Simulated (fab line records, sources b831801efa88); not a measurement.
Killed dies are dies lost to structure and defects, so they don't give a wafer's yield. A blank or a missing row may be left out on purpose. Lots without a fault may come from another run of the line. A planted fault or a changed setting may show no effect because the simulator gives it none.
Tool commonality check | flow sky130 | 11 lots, 33 wafers sampled

WHY IT WAS OPENED
At SKY_VIA4_THK_MEAS_01 the reading VIA4_HDPCVD_THK is flagged on 2 of 11 lots. Wafers without a fault read 1736 nm, standard deviation 21.
Rule: a lot is flagged when every wafer of it that has a number lies more than 4 standard deviations from that mean, or none has a number. The other lots count as sound.

lot  | measured     | on            | VIA4_HDPCVD_THK (nm), wafer by wafer | flag
L888 | day 41 17:31 | film_metro-02 | 1731 1723 1726                       |
L889 | day 41 23:44 | film_metro-02 | 1728 1705 1729                       |
L890 | day 42 03:59 | film_metro-03 | 1709 1734 1744                       |
L893 | day 43 17:49 | film_metro-04 | 1715 1699 1737                       |
L892 | day 43 22:35 | film_metro-04 | 1751 1747 1725                       |
L891 | day 43 23:17 | film_metro-02 | 1770 1737 1742                       |
L894 | day 44 04:14 | film_metro-04 | 1493 1488 1472                       | FLAGGED
L896 | day 44 05:13 | film_metro-03 | 1458 1440 1469                       | FLAGGED
L903 | day 45 14:58 | film_metro-02 | 1736 1774 1731                       |
L909 | day 47 03:00 | film_metro-02 | 1723 1769 1744                       |
L910 | day 47 12:53 | film_metro-02 | 1774 1733 1780                       |
The numbers of the flagged lots are 1470 nm on average: -266 nm against the usual, or -13 standard deviations.

WHICH TOOL RAN EACH LOT
The record holds 2 process steps before the reading, out of a route of 708 steps. In each cell: the tool, then ch and the chambers that the sampled wafers went through, then the start.
lot  | flag    | SKY_METAL4_ETCH_17                 | SKY_VIA4_HDPCVD_00
L888 |         | rie_diel-01 ch 0,1,2, day 41 16:32 | hdpcvd-01 ch 0,1, day 41 17:20
L889 |         | rie_diel-02 ch 1,2,3, day 41 22:44 | hdpcvd-02 ch 0,1, day 41 23:32
L890 |         | rie_diel-01 ch 0,1, day 42 02:59   | hdpcvd-01 ch 1,2, day 42 03:47
L893 |         | rie_diel-04 ch 0,2,3, day 43 16:50 | hdpcvd-01 ch 0,1,2, day 43 17:38
L892 |         | rie_diel-04 ch 1,2,3, day 43 21:36 | hdpcvd-02 ch 0,1, day 43 22:24
L891 |         | rie_diel-02 ch 1,3, day 43 22:18   | hdpcvd-02 ch 0,1, day 43 23:06
L894 | FLAGGED | rie_diel-02 ch 0,2,3, day 44 03:14 | hdpcvd-02 ch 1,2, day 44 04:02
L896 | FLAGGED | rie_diel-04 ch 1,2, day 44 04:11   | hdpcvd-02 ch 1,2, day 44 05:01
L903 |         | rie_diel-04 ch 0,1, day 45 13:59   | hdpcvd-01 ch 0,1,2, day 45 14:47
L909 |         | rie_diel-01 ch 0,1,2, day 47 01:50 | hdpcvd-01 ch 0,1,2, day 47 02:49
L910 |         | rie_diel-01 ch 0,3, day 47 11:53   | hdpcvd-01 ch 0,2, day 47 12:43
What these steps do:
- SKY_METAL4_ETCH_17: etches SiO2 in C4F8/O2/Ar, stops on TiN, time 3.9 s, target depth 15 nm.
- SKY_VIA4_HDPCVD_00: deposits SiO2, target thk 1750 nm, time 291.7 s.
- SKY_VIA4_THK_MEAS_01

FLAGGED OVER TOTAL, TOOL BY TOOL (the gauges that took the reading come last)
step                 | tool          | lots run | flagged | share of the flagged lots | sound lots run after its first flagged lot
SKY_METAL4_ETCH_17   | rie_diel-01   | 4        | 0       | none                      | -
SKY_METAL4_ETCH_17   | rie_diel-02   | 3        | 1       | some                      | 0
SKY_METAL4_ETCH_17   | rie_diel-04   | 4        | 1       | some                      | 1 (L903)
SKY_VIA4_HDPCVD_00   | hdpcvd-01     | 6        | 0       | none                      | -
SKY_VIA4_HDPCVD_00   | hdpcvd-02     | 5        | 2       | all                       | 0
SKY_VIA4_THK_MEAS_01 | film_metro-02 | 6        | 0       | none                      | -
SKY_VIA4_THK_MEAS_01 | film_metro-03 | 2        | 1       | some                      | 0
SKY_VIA4_THK_MEAS_01 | film_metro-04 | 3        | 1       | some                      | 0

WHAT THE TABLE ALLOWS
1 row of the table ran every flagged lot: hdpcvd-02 at SKY_VIA4_HDPCVD_00.
- hdpcvd-02 at SKY_VIA4_HDPCVD_00: 2 of its 5 lots flagged. Its last sound lot is L891 (day 43 23:06), its first flagged lot L894 (day 44 04:02): a fault that began between those two fits. Its own readings lie more than 4 standard deviations out on every wafer of the flagged lots: run_length_s.
One tool is left: hdpcvd-02 at SKY_VIA4_HDPCVD_00.

WHAT THE SIMULATOR HAD PUT IN
Process parameter drift: hdpcvd-02, from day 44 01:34 on, at SKY_VIA4_HDPCVD_00. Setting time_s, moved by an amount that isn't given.
Lots struck among those shown: L894, L896. The rule above found the same.
